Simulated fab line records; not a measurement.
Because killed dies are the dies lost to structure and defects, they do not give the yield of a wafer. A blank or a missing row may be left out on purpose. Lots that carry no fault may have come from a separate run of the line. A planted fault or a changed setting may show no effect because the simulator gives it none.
Which of the tools did it? || flow sky130 || Sampling: 6 lots, 18 wafers, 4 of 708 route steps

## WHAT THE GAUGES SHOWED, per wafer
SKY_SD_N_RS_MEAS_17: measures by four-point-probe.
{"lot": "L919", "measured": "day 28 12:50", "on": "film metro-03", "SD_P_RS (ohm/sq)": "146.7 147.1 147.0"}
{"lot": "L923", "measured": "day 30 06:48", "on": "film metro-02", "SD_P_RS (ohm/sq)": "147.5 147.2 147.4"}
{"lot": "L927", "measured": "day 31 04:59", "on": "film metro-03", "SD_P_RS (ohm/sq)": "146.9 146.6 146.9"}
{"lot": "L928", "measured": "day 31 13:45", "on": "film metro-03", "SD_P_RS (ohm/sq)": "147.2 147.4 147.5"}
{"lot": "L937", "measured": "day 34 11:52", "on": "film metro-02", "SD_P_RS (ohm/sq)": "149.2 149.2 148.9"}
{"lot": "L940", "measured": "day 35 14:08", "on": "film metro-03", "SD_P_RS (ohm/sq)": "146.6 146.7 146.9"}

## WHICH TOOL RAN EACH LOT (tool, then ch and the chambers of the sampled wafers, then the start)
{"lot": "L919", "SKY_LDD_LDN_STRIP_12": "plasma asher-02 ch 0,1, day 23 10:57", "SKY_SD_P_IMPLANT_09": "implanter-03 ch 0, day 26 03:03", "SKY_SD_N_RTA_14": "rtp anneal-02 ch 0, day 28 12:32"}
{"lot": "L923", "SKY_LDD_LDN_STRIP_12": "plasma asher-02 ch 0,1, day 25 07:55", "SKY_SD_P_IMPLANT_09": "implanter-03 ch 0, day 27 21:12", "SKY_SD_N_RTA_14": "rtp anneal-02 ch 0, day 30 06:30"}
{"lot": "L927", "SKY_LDD_LDN_STRIP_12": "plasma asher-03 ch 0,1, day 26 07:35", "SKY_SD_P_IMPLANT_09": "implanter-02 ch 0, day 28 20:37", "SKY_SD_N_RTA_14": "rtp anneal-01 ch 0, day 31 04:41"}
{"lot": "L928", "SKY_LDD_LDN_STRIP_12": "plasma asher-01 ch 0, day 26 18:18", "SKY_SD_P_IMPLANT_09": "implanter-04 ch 0, day 29 06:57", "SKY_SD_N_RTA_14": "rtp anneal-01 ch 0, day 31 13:27"}
{"lot": "L937", "SKY_LDD_LDN_STRIP_12": "plasma asher-01 ch 0,1, day 29 20:41", "SKY_SD_P_IMPLANT_09": "implanter-03 ch 0, day 32 06:07", "SKY_SD_N_RTA_14": "rtp anneal-02 ch 0, day 34 11:34"}
{"lot": "L940", "SKY_LDD_LDN_STRIP_12": "plasma asher-03 ch 0,1, day 30 23:14", "SKY_SD_P_IMPLANT_09": "implanter-02 ch 0, day 33 07:43", "SKY_SD_N_RTA_14": "rtp anneal-01 ch 0, day 35 13:49"}
- SKY_LDD_LDN_STRIP_12: strips in O2/N2.
- SKY_SD_P_IMPLANT_09
- SKY_SD_N_RTA_14: time 2 s.

## THE ANSWER, worked out from the rows above alone
Rule: the usual values come from the lots themselves. Put in order of their means at a reading, lots are off if they are a third of the lots or fewer, leave a main group of 4 or more, and stand apart from it by a gap of 3 or more times the standard deviation of the main group's means; of several such gaps the widest counts. A main group whose means are all the same, to the digits that the tables above print for the reading, isn't used. A lot without any number at a reading at which 4 lots or more have one is off too. Any other lot the step has rows for is counted as sound.
Off: L937, at SKY_SD_N_RS_MEAS_17 (SD_P_RS). For the main group the mean is 147.0 ohm/sq and the standard deviation 0.27.
A tool fits if, at a process step before that reading, it ran every lot that is off, and no sound lot after the first of them. Gauges at SKY_SD_N_RS_MEAS_17: tried the same way as those tools. Can't be told from this: 4 tools fit, plasma asher-01 at SKY_LDD_LDN_STRIP_12, implanter-03 at SKY_SD_P_IMPLANT_09, rtp anneal-02 at SKY_SD_N_RTA_14, film metro-02 at SKY_SD_N_RS_MEAS_17.

## WHAT THE SIMULATOR HAD PUT IN
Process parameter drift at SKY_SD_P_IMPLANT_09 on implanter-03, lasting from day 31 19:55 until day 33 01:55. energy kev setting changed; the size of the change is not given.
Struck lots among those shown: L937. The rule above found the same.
